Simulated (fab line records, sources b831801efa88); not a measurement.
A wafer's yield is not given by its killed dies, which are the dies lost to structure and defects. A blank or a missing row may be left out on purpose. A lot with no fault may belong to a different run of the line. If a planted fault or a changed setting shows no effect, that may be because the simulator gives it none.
Struck lot and sound lot, side by side -- flow sky130 -- 35 steps out of a route of 708
Sound: these wafers, L280.1, L280.3, L280.6. Struck: wafer L299.4. (L299.1, L299.5 of the same lot were not struck and are left out.) The cause comes at the end.
Each step with rows lists, per side, the tool, then ch with its chambers, then its first start. Under that, the readings that differ: sound wafers -- struck wafers -- difference of the means -- sigmas: that difference in standard deviations of wafers without a fault.
alike: readings with means less than 2 such deviations apart, plus words and numbers identical on both sides. not compared: withheld readings, readings lacking a value on some wafer, bounds such as >300 that could conceal the same value, and numbers that have no deviation in the record and whose values overlap.
A row with sigmas, a row that says differs or no value, or rows on one side alone: a step with any of these is where the two part. Numbers that don't overlap but have no deviation are shown without sigmas and don't part them. A reading missing from all wafers of one side parts the sides only when that side holds two or more wafers.

first, 10 steps without rows for these wafers: SKY_METAL1_DEHYDRATE_07 (time 60 s); SKY_METAL1_HMDS_08 (prime time 60 s); SKY_METAL1_COAT_09 (resist thk 60 nm); SKY_METAL1_COAT_10 (resist thk 450 nm); SKY_METAL1_SOFTBAKE_11 (time 90 s); SKY_METAL1_EXPOSE_12 (exposes mask MM1, target cd 140 nm); SKY_METAL1_PEB_13; SKY_METAL1_DEVELOP_14 (develop time 60 s); SKY_METAL1_DESCUM_17 (chemistry O2, time 8 s); SKY_METAL1_ETCH_18 (etches BARC in N2/H2, stops on SiO2, time 45.9 s, target depth 60 nm).
SKY_METAL1_METAL_ETCH_19: etches the open film in Cl2/BCl3, stops on SiO2, target depth 360 nm, time 76.42 s.
  sound on rie metal-01 ch 0,1, day 34 03:16; struck on rie metal-01 ch 0, day 39 20:55
  alike: drypump motor current A, mfc cl2 sccm, oes product au, throttle valve pct
  not compared: rf hours counter h
then, 23 steps without rows for these wafers: SKY_METAL1_STRIP_20 (strips in O2/N2); SKY_METAL1_STRIP_21 (strips in post etch residue remover, time 1200 s); SKY_METAL1_CLEAN_22 (cleans in IPA, time 180 s); SKY_METAL1_CLEAN_23 (cleans in O3/DIW); SKY_VIA1_HDPCVD_00 (deposits SiO2, target thk 1030 nm, time 171.7 s); SKY_VIA1_CMP_02 (polishes SiO2); SKY_VIA1_DEHYDRATE_04 (time 60 s); SKY_VIA1_HMDS_05 (prime time 60 s); SKY_VIA1_COAT_06 (resist thk 60 nm); SKY_VIA1_COAT_07 (resist thk 450 nm); SKY_VIA1_SOFTBAKE_08 (time 90 s); SKY_VIA1_EXPOSE_09 (exposes mask VIM, target cd 150 nm); SKY_VIA1_PEB_10; SKY_VIA1_DEVELOP_11 (develop time 60 s); SKY_VIA1_ETCH_14 (etches BARC in N2/H2, stops on SiO2, time 45.9 s, target depth 60 nm); SKY_VIA1_ETCH_15 (etches SiO2 in C4F8/O2/Ar, stops on TiN, target depth 351 nm, time 54 s); SKY_VIA1_STRIP_16 (strips in O2/N2); SKY_VIA1_STRIP_17 (strips in post etch residue remover, time 1200 s); SKY_VIA1_CLEAN_18 (cleans in IPA, time 180 s); SKY_VIA1_CLEAN_19 (cleans in O3/DIW); SKY_VIA1_SPUTTER_20 (material TiN, target thk 20 nm, time 80 s); SKY_VIA1_CVD_21 (deposits W, target thk 270 nm, time 80.902 s); SKY_VIA1_CMP_24 (polishes, stops on SiO2, t overpolish 15 s, target thk 0 nm).
-- the record jumps here: 11 days lie between the struck wafers' starts before and after (it left off in module VIA1 and takes up again in module PAD_OPEN, whose first step shown is number 708 of the route) --
SKY_PAD_OPEN_PROBE_99:
  sound: prober-02 at day 46 22:41; struck: prober-02 at day 51 01:01
reading,sound,struck,difference,sigmas
defect limited yield (%),84.6 79.3 85.4,73.8,-9.3,-4
killed_at_M0_to_M3,41 57 33,77,+33,+4
killed dies,76 102 72,129,+46,+5
sort_bin_3_pad_short (%),0.4 2.0 0.4,4.5,+3.6,+8
sort_bin_5_function (%),9.1 12.4 7.5,14.0,+4.3,+3
sort n pass,416 390 420,363,-46,-5
sort yield pct (%),84.6 79.3 85.4,73.8,-9.3,-4
model.etest.tester.sort n pass,416 390 420,363,-46,
model.etest.tester.sort yield pct (%),84.55 79.27 85.37,73.78,-9.28,
model.etest.tester.sort_bin_5_pct (%),9.146 12.4 7.52,14.02,+4.33,
model.etest.tester.sort_bin_3_pct (%),0.4065 2.033 0.4065,4.472,+3.523,
  alike: killed_at_M4_up, killed at contacts, killed at front end, killed open, killed short, sort_bin_6_memory

== WHERE THEY PART ==
Within this record, at SKY_PAD_OPEN_PROBE_99 only.

WHY: what the simulator had put in
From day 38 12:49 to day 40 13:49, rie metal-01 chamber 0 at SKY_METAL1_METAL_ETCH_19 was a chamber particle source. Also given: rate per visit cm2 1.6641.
